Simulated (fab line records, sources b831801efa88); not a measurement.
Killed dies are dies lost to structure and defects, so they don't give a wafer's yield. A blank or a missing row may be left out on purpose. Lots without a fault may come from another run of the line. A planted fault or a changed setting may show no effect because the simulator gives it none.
fab line records | flow gf180mcu
record lots=14 wafers=42 last_day=34
route steps=602 shown V2@396 M3@409 M4@457 TOP_METAL@578
lots that met no fault: from a run of the same line without faults
start_h: hours from the record's first day to the start of the lot's first wafer shown | wait_h: hours since the lot's step before | " the same as in the row above | L1.1+2: a row that stands for several wafers | - no value, or no start given | * or withheld: withheld | < > ~ a bound
route shown NAME@n: a module of which the file shows steps, and the number in the route of the first | usual: mean/standard deviation of fault-free wafers | same: alike in all rows | chamber/n: place in a boat | sites: the reading at each site | _std_site: their standard deviation | _edge_site: outer sites' mean less inner sites' | radius_mm: how far each site lies from the wafer's centre | mask NAME#n: copy n | behind: the tool/chamber that last shaped the wafer | hold: why the lot was held/for how many hours/how that ended | device: the transistor (n, p or np) that didn't switch | end of line: the same wafers' tests at the end of the route | a step without rows: its recipe alone | killed: dies lost to structure and defects at the first sort, not the wafer's yield | map: a wafer's dies, x killed, . not, _ none there
set.NAME: the setting as run; set.NAME@STEP: as run at that earlier step | model.NAME: the simulator's own value behind a step, which no gauge read
steps of the route over a sample of lots; a table a step, a row a wafer
services: from which hour (start_h, from the record's first day; less than 0 if before it) a tool's chamber was out of use, for how many hours, and why
## steps
# step GF_V2_CD_MEAS_14
# recipe target_cd_nm=260
# usual cd_nm=260.0/1.3
# columns lot.wafer tool chamber start_h wait_h cd_nm
L408.1 cd_sem-02 - 462.90 0.1 261.2
L408.2 " - " " 262.1
L408.4 " - " " 260.9
L409.1 cd_sem-01 - 472.25 0.1 262.4
L409.4 " - " " 261.9
L409.6 " - " " 261.0
L410.1 cd_sem-01 - 475.90 0.1 260.4
L410.2 " - " " 260.2
L410.4 " - " " 260.5
L411.1 cd_sem-01 - 482.30 0.1 258.7
L411.2 " - " " 259.1
L411.4 " - " " 258.5
L412.2 cd_sem-02 - 498.31 0.1 261.4
L412.4 " - " " 260.0
L412.5 " - " " 260.9
L413.3 cd_sem-01 - 506.13 0.1 258.4
L413.4 " - " " 258.2
L413.5 " - " " 257.8
L414.4 cd_sem-02 - 514.51 0.1 256.4
L414.5 " - " " 256.0
L414.6 " - " " 257.6
L415.4 cd_sem-01 - 519.36 0.1 260.5
L415.5 " - " " 259.3
L415.6 " - " " 259.5
L416.1 cd_sem-02 - 533.50 0.1 259.9
L416.5 " - " " 261.7
L416.6 " - " " 260.0
L419.2 cd_sem-01 - 562.52 0.1 260.4
L419.3 " - " " 259.5
L419.4 " - " " 260.6
L421.4 cd_sem-02 - 576.65 0.1 261.1
L421.5 " - " " 261.5
L421.6 " - " " 261.4
L426.1 cd_sem-02 - 611.85 0.1 259.3
L426.2 " - " " 259.9
L426.3 " - " " 259.4
L429.1 cd_sem-01 - 637.68 0.2 260.3
L429.2 " - " " 258.3
L429.6 " - " " 260.0
L431.1 cd_sem-01 - 652.02 0.1 260.4
L431.3 " - " " 260.6
L431.4 " - " " 261.1
# step GF_M3_SPUTTER_00
# recipe material=Ti target_thk_nm=37.5 arriving_ion_energy_ev=80 substrate_temp_c=200 chamber_pressure_pa=2 power_w=4000 time_s=150
# usual throttle_valve_pct=29.6/1
# columns lot.wafer tool chamber start_h wait_h throttle_valve_pct
L408.1 pvd_sputter-03 - 464.42 0.1 29.6
L408.2 " - " " 27.5
L408.4 " - " " 29.5
L409.1 pvd_sputter-02 - 473.93 0.2 30.6
L409.4 " - " " 30.6
L409.6 " - " " 30.2
L410.1 pvd_sputter-03 - 477.44 0.1 30.2
L410.2 " - " " 29.5
L410.4 " - " " 29.5
L411.1 pvd_sputter-03 - 484.06 0.2 30.5
L411.2 " - " " 29.3
L411.4 " - " " 29.4
L412.2 pvd_sputter-01 - 499.81 0.1 31.5
L412.4 " - " " 29.0
L412.5 " - " " 31.3
L413.3 pvd_sputter-03 - 507.60 0.2 30.3
L413.4 " - " " 29.4
L413.5 " - " " 29.3
L414.4 pvd_sputter-02 - 515.96 0.1 28.2
L414.5 " - " " 30.0
L414.6 " - " " 28.3
L415.4 pvd_sputter-01 - 520.81 0.2 31.1
L415.5 " - " " 29.1
L415.6 " - " " 31.0
L416.1 pvd_sputter-01 - 535.02 0.1 30.1
L416.5 " - " " 30.7
L416.6 " - " " 29.9
L419.2 pvd_sputter-02 - 564.04 0.2 28.2
L419.3 " - " " 30.2
L419.4 " - " " 30.0
L421.4 pvd_sputter-03 - 578.11 0.2 30.1
L421.5 " - " " 29.4
L421.6 " - " " 30.2
L426.1 pvd_sputter-03 - 613.36 0.2 30.5
L426.2 " - " " 29.4
L426.3 " - " " 29.5
L429.1 pvd_sputter-03 - 639.53 0.1 29.4
L429.2 " - " " 30.0
L429.6 " - " " 29.4
L431.1 pvd_sputter-02 - 653.53 0.1 27.8
L431.3 " - " " 30.3
L431.4 " - " " 29.7
# step GF_M4_SPUTTER_01
# recipe material=TiN target_thk_nm=30 power_w=6500 time_s=25 chamber_pressure_pa=0.4
# usual throttle_valve_pct=29.8/1.2
# columns lot.wafer tool chamber start_h wait_h throttle_valve_pct
L408.1 pvd_sputter-03 - 514.84 0.1 29.1
L408.2 " - " " 27.5
L408.4 " - " " 30.1
L409.1 pvd_sputter-04 - 523.62 0.1 28.5
L409.4 " - " " 31.7
L409.6 " - " " 29.8
L410.1 pvd_sputter-01 - 527.73 0.1 30.3
L410.2 " - " " 29.0
L410.4 " - " " 31.2
L411.1 pvd_sputter-04 - 534.65 0.1 31.7
L411.2 " - " " 29.5
L411.4 " - " " 27.9
L412.2 pvd_sputter-03 - 547.93 0.1 30.3
L412.4 " - " " 27.6
L412.5 " - " " 29.3
L413.3 pvd_sputter-01 - 556.79 0.1 30.3
L413.4 " - " " 30.9
L413.5 " - " " 31.4
L414.4 pvd_sputter-03 - 565.21 0.1 30.1
L414.5 " - " " 29.2
L414.6 " - " " 27.4
L415.4 pvd_sputter-04 - 568.82 0.1 28.0
L415.5 " - " " 29.7
L415.6 " - " " 29.5
L416.1 pvd_sputter-04 - 581.16 0.1 29.6
L416.5 " - " " 29.6
L416.6 " - " " 29.7
L419.2 pvd_sputter-01 - 609.16 0.1 31.0
L419.3 " - " " 29.1
L419.4 " - " " 31.5
L421.4 pvd_sputter-04 - 621.50 0.1 28.1
L421.5 " - " " 29.8
L421.6 " - " " 29.4
L426.1 pvd_sputter-04 - 656.22 0.1 27.9
L426.2 " - " " 29.8
L426.3 " - " " 31.4
L429.1 pvd_sputter-01 - 680.59 0.1 30.8
L429.2 " - " " 30.2
L429.6 " - " " 28.9
L431.1 pvd_sputter-04 - 695.33 0.1 31.4
L431.3 " - " " 29.7
L431.4 " - " " 29.4
# step GF_TOP_METAL_EXPOSE_11
# recipe mask_id=MetalTop target_cd_nm=440 na=0.6 source_shape=conventional sigma_outer=0.6 dose_mj=170
# columns lot.wafer tool chamber start_h wait_h mask
L408.1+2+4 iline_stepper-01 0 640.49 - MetalTop#0
L409.1+4+6 iline_stepper-01 0 644.09 - MetalTop#0
L410.1+2+4 iline_stepper-02 0 650.32 - MetalTop#0
L411.1+2+4 iline_stepper-01 0 654.67 - MetalTop#0
L412.2+4+5 iline_stepper-01 0 666.61 - MetalTop#0
L413.3+4+5 iline_stepper-01 0 673.22 - MetalTop#0
L414.4+5+6 iline_stepper-02 0 683.58 - MetalTop#0
L415.4+5+6 iline_stepper-02 0 688.69 - MetalTop#0
L416.1+5+6 iline_stepper-02 0 696.45 - MetalTop#0
L419.2+3+4 iline_stepper-01 0 722.01 - MetalTop#0
L421.4+5+6 iline_stepper-02 0 730.88 - MetalTop#0
L426.1+2+3 iline_stepper-01 0 763.05 - MetalTop#0
L429.1+2+6 iline_stepper-01 0 781.52 - MetalTop#0
L431.1+3+4 iline_stepper-02 0 793.97 - MetalTop#0
# step GF_TOP_METAL_CD_MEAS_14
# recipe target_cd_nm=440
# usual cd_nm=439.7/2.5
# columns lot.wafer tool chamber start_h wait_h cd_nm
L408.1 cd_sem-01 - 650.25 0.1 440.5
L408.2 " - " " 440.1
L408.4 " - " " 441.1
L409.1 cd_sem-01 - 652.99 0.1 442.5
L409.4 " - " " 442.4
L409.6 " - " " 441.5
L410.1 cd_sem-02 - 658.84 0.1 437.6
L410.2 " - " " 438.4
L410.4 " - " " 437.6
L411.1 cd_sem-01 - 665.04 0.1 433.7
L411.2 " - " " 435.1
L411.4 " - " " 435.3
L412.2 cd_sem-01 - 674.71 0.1 440.5
L412.4 " - " " 440.9
L412.5 " - " " 441.3
L413.3 cd_sem-02 - 682.48 0.1 439.0
L413.4 " - " " 438.8
L413.5 " - " " 437.2
L414.4 cd_sem-01 - 692.62 0.1 439.1
L414.5 " - " " 439.5
L414.6 " - " " 439.0
L415.4 cd_sem-01 - 696.00 0.1 438.1
L415.5 " - " " 435.5
L415.6 " - " " 437.2
L416.1 cd_sem-01 - 706.35 0.1 437.1
L416.5 " - " " 350.4
L416.6 " - " " 436.2
L419.2 cd_sem-02 - 730.51 0.1 442.3
L419.3 " - " " 443.2
L419.4 " - " " 438.8
L421.4 cd_sem-02 - 738.05 0.1 439.3
L421.5 " - " " 358.4
L421.6 " - " " 439.4
L426.1 cd_sem-01 - 770.09 0.1 435.6
L426.2 " - " " 436.3
L426.3 " - " " 436.5
L429.1 cd_sem-02 - 787.92 0.2 441.2
L429.2 " - " " 439.1
L429.6 " - " " 440.5
L431.1 cd_sem-01 - 801.13 0.1 438.7
L431.3 " - " " 437.8
L431.4 " - " " 437.4
## services
# columns tool chamber start_h hours kind
iline_stepper-02 - 455.40 2.1 pm
pvd_sputter-03 0 466.06 - consumable_replace:kit
pvd_sputter-03 0 466.06 18.0 scheduled_down
pvd_sputter-03 0 466.06 18.0 vent_cycle
iline_stepper-02 - 490.10 8.9 pm
iline_stepper-01 - 499.01 4.3 pm
iline_stepper-02 - 542.58 1.7 pm
iline_stepper-01 - 558.79 1.7 pm
iline_stepper-02 - 559.09 11.5 repair
iline_stepper-01 - 563.85 7.6 repair
iline_stepper-02 - 568.61 3.2 repair
pvd_sputter-01 - 571.73 1.6 repair
pvd_sputter-02 - 602.32 5.0 repair
iline_stepper-02 - 605.31 4.9 repair
pvd_sputter-03 3 613.58 - consumable_replace:kit
pvd_sputter-03 3 613.58 18.0 scheduled_down
pvd_sputter-03 3 613.58 18.0 vent_cycle
iline_stepper-01 - 624.33 11.4 repair
iline_stepper-02 - 629.06 4.5 repair
pvd_sputter-02 - 632.04 21.4 repair
iline_stepper-02 - 672.34 9.3 repair
pvd_sputter-03 2 744.82 - consumable_replace:kit
iline_stepper-02 - 760.76 1.7 pm
iline_stepper-01 - 776.97 1.7 pm
## key
first_sign step=GF_TOP_METAL_CD_MEAS_14 reading=cd_nm direction=down sigmas=34 usual=439.7 struck=354.4
effect none on later readings
met_at GF_TOP_METAL_EXPOSE_11
struck_lots L416,L421
struck_wafers L416.5,L421.5
later_rows_left_out L416.5,L421.5
sort_left_out L416.5,L421.5
not_acting_at GF_V2_CD_MEAS_14,GF_M3_SPUTTER_00,GF_M4_SPUTTER_01
onset_between 688.69 696.45
fault kind=process_parameter_drift tool=iline_stepper-02 chamber=- onset_h=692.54 steps=GF_TOP_METAL_EXPOSE_11 channel=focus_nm offset=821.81 shape=step end_h=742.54 scope=struck_wafers_only
# sort_left_out: the simulated sort isn't trusted on such a fault, so these wafers' sort isn't shown, and their yield isn't known
# later_rows_left_out: the simulator's readings of these wafers behind a module that went badly wrong aren't trusted and aren't shown, but for the sort
